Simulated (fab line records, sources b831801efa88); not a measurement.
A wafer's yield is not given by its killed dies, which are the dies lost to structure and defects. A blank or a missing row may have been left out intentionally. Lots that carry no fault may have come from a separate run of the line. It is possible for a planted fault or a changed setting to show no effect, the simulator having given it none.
Which tool is to blame? / flow sky130 / Sampling: 10 lots, 28 wafers, 5 of 708 route steps

## WHAT THE GAUGES READ, wafer by wafer
SKY_SD_P_OVL_MEAS_08. Usual: for SD_P_OVL the level is -0.4 nm and the standard deviation is 1.2.
lot=L961; measured=day 26 09:17; on=overlay-02; SD_P_OVL (nm)=1.2 -0.3 0.6; flag=
lot=L963; measured=day 27 05:11; on=overlay-01; SD_P_OVL (nm)=-0.9 -0.6 -2.0; flag=
lot=L969; measured=day 29 09:22; on=overlay-02; SD_P_OVL (nm)=0.3 -0.9; flag=
lot=L971; measured=day 29 19:40; on=overlay-02; SD_P_OVL (nm)=-1.4 -1.6; flag=
lot=L974; measured=day 30 14:52; on=overlay-02; SD_P_OVL (nm)=-0.4 -0.9 -0.9; flag=
lot=L975; measured=day 30 21:10; on=overlay-02; SD_P_OVL (nm)=-1.2 -1.0 -0.3; flag=
lot=L976; measured=day 31 07:05; on=overlay-02; SD_P_OVL (nm)=-0.3 1.5 0.6; flag=
lot=L980; measured=day 32 13:38; on=overlay-01; SD_P_OVL (nm)=-0.8 -0.5 -0.2; flag=
lot=L981; measured=day 32 18:52; on=overlay-02; SD_P_OVL (nm)=-0.2 3.4 0.1; flag=
lot=L982; measured=day 33 08:56; on=overlay-01; SD_P_OVL (nm)=0.4 0.2 -0.7; flag=

SKY_LI_CONTACT_CD_MEAS_12: the cd target is 170 nm. Usual: cd-nm reads 170.2 nm (standard deviation 1.6).
lot=L961; measured=day 29 22:20; on=cd-sem-02; cd-nm (nm)=169.6 171.5 170.6; flag=
lot=L963; measured=day 30 19:40; on=cd-sem-02; cd-nm (nm)=169.0 171.1 169.4; flag=
lot=L969; measured=day 32 22:07; on=cd-sem-01; cd-nm (nm)=167.9 168.0; flag=
lot=L971; measured=day 33 07:24; on=cd-sem-01; cd-nm (nm)=167.1 166.6; flag=
lot=L974; measured=day 34 01:00; on=cd-sem-01; cd-nm (nm)=168.7 169.5 169.2; flag=
lot=L975; measured=day 34 07:11; on=cd-sem-01; cd-nm (nm)=171.4 169.7 171.5; flag=
lot=L976; measured=day 34 18:55; on=cd-sem-02; cd-nm (nm)=171.5 172.1 170.1; flag=
lot=L980; measured=day 35 23:47; on=cd-sem-02; cd-nm (nm)=172.9 172.9 171.9; flag=
lot=L981; measured=day 36 03:42; on=cd-sem-01; cd-nm (nm)=171.7 171.0 170.2; flag=
lot=L982; measured=day 36 17:21; on=cd-sem-02; cd-nm (nm)=168.1 167.3 166.7; flag=

SKY_LI_CONTACT_RS_MEAS_22: uses a four-point probe to measure. Usual: for LI_CONTACT_W_RS the level is 0.2850 ohm/sq and the standard deviation is 0.0027.
lot=L961; measured=day 29 23:11; on=film-metro-03; LI_CONTACT_W_RS (ohm/sq)=0.2877 0.2847 0.2857; flag=
lot=L963; measured=day 30 20:31; on=film-metro-02; LI_CONTACT_W_RS (ohm/sq)=0.2841 0.2885 0.2854; flag=
lot=L969; measured=day 32 22:59; on=film-metro-04; LI_CONTACT_W_RS (ohm/sq)=0.3850 0.2865 0.3857 0.2864; flag=OFF
lot=L971; measured=day 33 08:14; on=film-metro-04; LI_CONTACT_W_RS (ohm/sq)=0.3814 0.3856 0.3819 0.3850; flag=OFF
lot=L974; measured=day 34 01:50; on=film-metro-02; LI_CONTACT_W_RS (ohm/sq)=0.2827 0.2820 0.2891; flag=
lot=L975; measured=day 34 08:01; on=film-metro-02; LI_CONTACT_W_RS (ohm/sq)=0.2833 0.2886 0.2836; flag=
lot=L976; measured=day 34 19:46; on=film-metro-03; LI_CONTACT_W_RS (ohm/sq)=0.2883 0.2878 0.2875; flag=
lot=L980; measured=day 36 00:39; on=film-metro-04; LI_CONTACT_W_RS (ohm/sq)=0.2885 0.2843 0.2894; flag=
lot=L981; measured=day 36 04:35; on=film-metro-02; LI_CONTACT_W_RS (ohm/sq)=0.2819 0.2825 0.2858; flag=
lot=L982; measured=day 36 18:11; on=film-metro-04; LI_CONTACT_W_RS (ohm/sq)=0.2888 0.2894 0.2873; flag=

SKY_LI_CONTACT_THK_MEAS_23: measures by xrf. Usual: for LI_CONTACT_W_THK the level is 397 nm and the standard deviation is 5.9.
lot=L961; measured=day 29 23:17; on=film-metro-03; LI_CONTACT_W_THK (nm)=403 407 404; flag=
lot=L963; measured=day 30 20:37; on=film-metro-02; LI_CONTACT_W_THK (nm)=398 387 396; flag=
lot=L969; measured=day 33 00:29; on=film-metro-04; LI_CONTACT_W_THK (nm)=296 398 295 397; flag=OFF
lot=L971; measured=day 33 10:46; on=film-metro-04; LI_CONTACT_W_THK (nm)=299 296 298 295; flag=OFF
lot=L974; measured=day 34 01:57; on=film-metro-02; LI_CONTACT_W_THK (nm)=401 401 393; flag=
lot=L975; measured=day 34 08:08; on=film-metro-02; LI_CONTACT_W_THK (nm)=399 391 399; flag=
lot=L976; measured=day 34 19:52; on=film-metro-03; LI_CONTACT_W_THK (nm)=398 402 402; flag=
lot=L980; measured=day 36 00:44; on=film-metro-04; LI_CONTACT_W_THK (nm)=390 394 390; flag=
lot=L981; measured=day 36 04:42; on=film-metro-02; LI_CONTACT_W_THK (nm)=400 403 396; flag=
lot=L982; measured=day 36 18:19; on=film-metro-04; LI_CONTACT_W_THK (nm)=392 390 394; flag=

## TOOL THAT RAN EACH LOT (tool first, then ch and the chambers of the sampled wafers, then the start)
lot=L961; SKY_LI_CONTACT_CVD_21=cvd-w-02 ch 0,1, day 29 23:04
lot=L963; SKY_LI_CONTACT_CVD_21=cvd-w-01 ch 0,1, day 30 20:23
lot=L969; SKY_LI_CONTACT_CVD_21=cvd-w-01 ch 1, day 32 22:50
lot=L971; SKY_LI_CONTACT_CVD_21=cvd-w-01 ch 0,1, day 33 08:05
lot=L974; SKY_LI_CONTACT_CVD_21=cvd-w-02 ch 0,1, day 34 01:41
lot=L975; SKY_LI_CONTACT_CVD_21=cvd-w-02 ch 0,1, day 34 07:53
lot=L976; SKY_LI_CONTACT_CVD_21=cvd-w-02 ch 0,1, day 34 19:37
lot=L980; SKY_LI_CONTACT_CVD_21=cvd-w-01 ch 0,1, day 36 00:30
lot=L981; SKY_LI_CONTACT_CVD_21=cvd-w-02 ch 0,1, day 36 04:27
lot=L982; SKY_LI_CONTACT_CVD_21=cvd-w-02 ch 0,1, day 36 18:04
- SKY_LI_CONTACT_CVD_21: deposits W, target thk 400 nm, time 120.56 s.

## WHAT THE TOOLS THEMSELVES READ (means of the sampled wafers that have a number; where no wafer has one, the mark that the record gives instead)
SKY_LI_CONTACT_CVD_21. Usual: chamber-pressure-Torr 40.00 Torr, standard deviation 0.098; heater-power-w 750 W, standard deviation 59; susceptor-temp-C 399.96 C, standard deviation 0.22.
lot=L961; tool=cvd-w-02; chamber-pressure-Torr (Torr)=40.09; heater-power-w (W)=752; susceptor-temp-C (C)=400.07; flag=
lot=L963; tool=cvd-w-01; chamber-pressure-Torr (Torr)=40.05; heater-power-w (W)=779; susceptor-temp-C (C)=399.94; flag=
lot=L969; tool=cvd-w-01; chamber-pressure-Torr (Torr)=39.95; heater-power-w (W)=696; susceptor-temp-C (C)=400.15; flag=
lot=L971; tool=cvd-w-01; chamber-pressure-Torr (Torr)=40.05; heater-power-w (W)=766; susceptor-temp-C (C)=400.06; flag=
lot=L974; tool=cvd-w-02; chamber-pressure-Torr (Torr)=39.92; heater-power-w (W)=712; susceptor-temp-C (C)=399.93; flag=
lot=L975; tool=cvd-w-02; chamber-pressure-Torr (Torr)=40.01; heater-power-w (W)=716; susceptor-temp-C (C)=399.90; flag=
lot=L976; tool=cvd-w-02; chamber-pressure-Torr (Torr)=40.04; heater-power-w (W)=721; susceptor-temp-C (C)=399.82; flag=
lot=L980; tool=cvd-w-01; chamber-pressure-Torr (Torr)=40.03; heater-power-w (W)=751; susceptor-temp-C (C)=399.91; flag=
lot=L981; tool=cvd-w-02; chamber-pressure-Torr (Torr)=40.02; heater-power-w (W)=727; susceptor-temp-C (C)=400.02; flag=
lot=L982; tool=cvd-w-02; chamber-pressure-Torr (Torr)=40.10; heater-power-w (W)=770; susceptor-temp-C (C)=399.61; flag=

## THE ANSWER, worked out from the rows above alone
Rule: lot off if the mean of its wafers having a number is beyond 3 standard deviations from the usual mean. A lot without any number at a reading at which 4 lots or more have one is off too. The other lots that the step has rows for count as sound. After the gauges, taken in route order, come the tools' own readings; for these a lot's mean is taken, as printed above. At the first step where some lot is off, the reading lying furthest off is the one used; lots without a number count as furthest.
Off: L969, L971, seen at SKY_LI_CONTACT_RS_MEAS_22 (LI_CONTACT_W_RS).
A tool fits if, at a process step before that reading, it ran every lot that is off, and no sound lot after the first of them. The gauges at SKY_LI_CONTACT_RS_MEAS_22 are tried like those tools. No candidate that was tried fits.

## WHAT WAS PUT IN BY THE SIMULATOR
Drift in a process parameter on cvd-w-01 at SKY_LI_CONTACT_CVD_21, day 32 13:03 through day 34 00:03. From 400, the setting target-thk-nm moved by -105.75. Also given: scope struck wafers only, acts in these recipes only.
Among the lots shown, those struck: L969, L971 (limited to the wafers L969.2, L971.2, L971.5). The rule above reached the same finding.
